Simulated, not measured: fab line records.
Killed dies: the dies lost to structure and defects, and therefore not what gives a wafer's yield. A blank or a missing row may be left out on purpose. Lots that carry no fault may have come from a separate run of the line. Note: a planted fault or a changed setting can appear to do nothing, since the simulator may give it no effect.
Problem report in the 8D (eight disciplines) form, filled by code    flow gf180mcu    the parts of the form that need people (team, actions taken, sign-off) are left out

1. WHAT IS WRONG
chamberPressurePa at GF_V4_SPUTTER_22 reads a mean of 5.468 Pa on 2 wafers of 1 lot; wafers without a fault read 5.000 Pa with a standard deviation of 0.011. That puts it +43 standard deviations away from the usual mean.
The step: material TiN, target thk 10 nm, time 40 s.
The first sign was on wafer L516.4 at day 28 07:50, on pvdSputter-04. The record holds 39 wafers of 13 lots with a number at this step. Rule for "out", or "out of limits": more than 4 standard deviations from the usual mean. Any other wafer with a number is counted as sound.

2. WHAT IT IS, AND WHAT IT ISN'T
question                     is                 is not
which readings at this step  chamberPressurePa  throttleValvePct
which lots                   L516               L505, L507, L509, L510, L520, L521, L522, L524, L525, L526, L527, L528
which wafers of those lots   L516.4, L516.6     L516.5
read on which tools          pvdSputter-04      pvdSputter-01, pvdSputter-02
when                         from day 28 07:50  up to then (13 sound wafers); but 24 sound wafers of L520, L521, L522, L524, L525, L526, L527, L528 came after

3. SUSPECTS, AND WHAT RULES EACH OUT
Counting: any tool at a process step up to the reading remains a suspect provided it ran every lot that is out. Sound lots after the first of them don't rule it out here, since some wafers of a struck lot are sound.
- rieDiel-02 at GF_V4_ETCH_17 (etches SiO2 in C4F8/O2/Ar, stops on TiN, target depth 630 nm): kept. The lot that is out, L516, ran on it at day 28 07:50; the last sound lot it ran before that was L510, at day 26 08:05. GF_V4_ETCH_17 gives no start for some lots, so the hours and the order of its lots are those of GF_V4_SPUTTER_22.
- pvdSputter-04 at GF_V4_SPUTTER_22 (material TiN, target thk 10 nm, time 40 s): kept. The lot that is out, L516, ran on it at day 28 07:50; the last sound lot it ran before that was L510, at day 26 08:05. Its own readings are out on those wafers: chamberPressurePa.
After counting, rieDiel-02 at GF_V4_ETCH_17 and pvdSputter-04 at GF_V4_SPUTTER_22 remain.

4. THE CAUSE (what the simulator had put in)
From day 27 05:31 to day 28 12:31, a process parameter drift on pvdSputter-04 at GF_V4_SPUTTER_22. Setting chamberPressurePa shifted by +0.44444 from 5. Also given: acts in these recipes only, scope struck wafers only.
2 suspects survive the count, and this tool is in that group.

5. SEQUENCE OF EFFECTS, ordered by route
Each row: a reading whose mean over the struck wafers that have a number lies more than 3 standard deviations from the usual. Only readings for which the record gives a usual standard deviation are gone through. hours: the time from each lot's start at the first step in this table that gives one to its start at this step, as a median over the lots. sigmas: the change in usual standard deviations.
hours  step              reading            usual     on struck wafers  change  sigmas
0      GF_V4_SPUTTER_22  chamberPressurePa  5.000 Pa  5.468             +0.468  +43
Here are the process steps it includes:
- GF_V4_SPUTTER_22: material TiN, target thk 10 nm, time 40 s.

6. HOW IT WOULD HAVE BEEN CAUGHT EARLIER
The fault began at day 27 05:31; the first out-of-limits reading in this record came at day 28 07:50, 26 hours later.
